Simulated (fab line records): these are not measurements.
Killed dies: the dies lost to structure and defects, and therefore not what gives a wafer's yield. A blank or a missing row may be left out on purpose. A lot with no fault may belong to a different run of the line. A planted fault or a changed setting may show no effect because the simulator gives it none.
A single fault, viewed from 2 desks    flow sky130    each desk holds nothing but its own numbers, with what lay behind them at the end

== TOOL OWNER'S DESK, pvd-sputter-01 ==
The tool's own readings at SKY_CAPM_SPUTTER_02 (material TiN, target thk 200 nm, time 166.7 s): means of the sampled wafers that have a number, for each lot that ran on this tool. A lot is out of limits, marked OUT, if its mean lies more than 4 standard deviations from the usual mean; the brackets give that distance.
Columns: A = chamber-pressure-pa at SKY_CAPM_SPUTTER_02, usual 0.4000 Pa; B = susceptor-temp-C at SKY_CAPM_SPUTTER_02, usual 300.00 C; C = throttle-valve-pct at SKY_CAPM_SPUTTER_02, usual 29.9 %
lot   first seen here  A       B       C
L333  day 39 23:10     0.4002  300.04  29.7
L335  day 40 05:34     0.3997  300.39  30.4
L340  day 41 14:58     0.3995  299.92  30.1
L344  day 42 14:40     0.4000  300.22  29.7
This desk's verdict: no lot among the 4 shows anything out of limits.

== AT THE METROLOGY DESK ==
Lot by lot, what the gauges showed, no matter which tool ran the lot: averages of those sampled wafers that carry a number. A lot is out of limits, marked OUT, if its mean lies more than 4 standard deviations from the usual mean; the brackets give that distance.
Columns: A = LDD_N_TW at SKY_LDD_N_TW_MEAS_17, usual 2575; B = CAPM_TIN_RS at SKY_CAPM_RS_MEAS_03, usual 6.92 ohm/sq; C = CAPM_TIN_THK at SKY_CAPM_THK_MEAS_04, usual 202.7 nm
lot   first seen here  A     B     C
L325  day 18 19:37     2580  6.90  203.6
L328  day 19 05:05     2585  7.01  198.6
L327  day 19 07:32     2589  6.81  204.9
L333  day 22 00:38     2581  6.84  204.9
L335  day 22 08:59     2585  6.83  206.9
L340  day 24 03:32     2599  6.69  210.0
L344  day 25 12:38     2555  6.73  208.0
L346  day 25 17:19     2562  6.99  200.9
L345  day 25 20:19     2559  6.96  201.3
This desk's verdict: no lot among the 9 shows anything out of limits.

== BROUGHT TOGETHER ==
The desk of the tool owner found nothing out of limits.
The metrology desk saw nothing out of limits.

== WHAT THE SIMULATOR HAD PUT IN ==
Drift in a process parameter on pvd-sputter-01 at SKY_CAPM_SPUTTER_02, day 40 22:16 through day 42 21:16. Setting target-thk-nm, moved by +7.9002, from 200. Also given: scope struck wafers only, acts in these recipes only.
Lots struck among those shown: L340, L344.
